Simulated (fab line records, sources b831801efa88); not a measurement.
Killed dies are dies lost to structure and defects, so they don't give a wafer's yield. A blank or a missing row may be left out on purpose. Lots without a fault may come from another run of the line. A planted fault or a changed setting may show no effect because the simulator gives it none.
One fault seen from 2 desks | flow sky130 | each desk has only its own numbers; what lay behind them comes last

THE METROLOGY DESK
What the gauges read, lot by lot, whatever tool the lot ran on: means of the sampled wafers that have a number. A lot is out of limits, marked OUT, if its mean lies more than 4 standard deviations from the usual mean; the brackets give that distance.
Columns: A = LDD_HVP_OVL at SKY_LDD_HVP_OVL_MEAS_07, usual 0.7 nm; B = LDD_HVP_TW at SKY_LDD_HVP_TW_MEAS_10, usual 456; C = LDD_LDN_OVL at SKY_LDD_LDN_OVL_MEAS_07, usual -0.1 nm
lot  | first seen here | A    | B   | C
L440 | day 21 15:50    | 0.4  | 455 | -0.2
L445 | day 23 15:12    | 0.9  | 452 | -0.6
L446 | day 24 05:15    | 1.0  | 461 | -1.0
L456 | day 27 17:12    | -0.2 | 462 | -0.0
L459 | day 28 10:27    | 1.5  | 451 | 0.0
L463 | day 30 07:29    | 1.0  | 453 | -0.2
This desk's finding: nothing out of limits on any of the 6 lots.

THE TOOL OWNER'S DESK: implanter-02
The tool's own readings at SKY_LDD_LDN_IMPLANT_08: means of the sampled wafers that have a number, for each lot that ran on this tool. A lot is out of limits, marked OUT, if its mean lies more than 4 standard deviations from the usual mean; the brackets give that distance.
Columns: A = beam_energy_keV at SKY_LDD_LDN_IMPLANT_08, usual 14.999; B = beam_on_s at SKY_LDD_LDN_IMPLANT_08, usual 9.96 s
lot  | first seen here | A                        | B
L445 | day 24 20:38    | 20.411 (+99 or more) OUT | 10.00
L446 | day 25 11:25    | 20.399 (+99 or more) OUT | 10.01
L456 | day 28 20:44    | 15.003                   | 9.97
This desk's finding: out of limits on L445, L446; first on L445, day 24 20:38 (beam_energy_keV at SKY_LDD_LDN_IMPLANT_08). In limits: L456.

PUT TOGETHER
The tool owner's desk could have raised an alarm at day 24 20:38, on L445, L446.
The metrology desk saw nothing out of limits.
The metrology desk has L445, L446 on record, within its limits.
Of the lots named, all ran SKY_LDD_LDN_IMPLANT_08 on implanter-02.

WHAT THE SIMULATOR HAD PUT IN
Process parameter drift: implanter-02, from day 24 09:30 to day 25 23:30, at SKY_LDD_LDN_IMPLANT_08. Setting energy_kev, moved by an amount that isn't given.
Lots struck among those shown: L445, L446.
Hours from the fault's start to each desk's first reading out of limits: the tool owner's desk, 11.
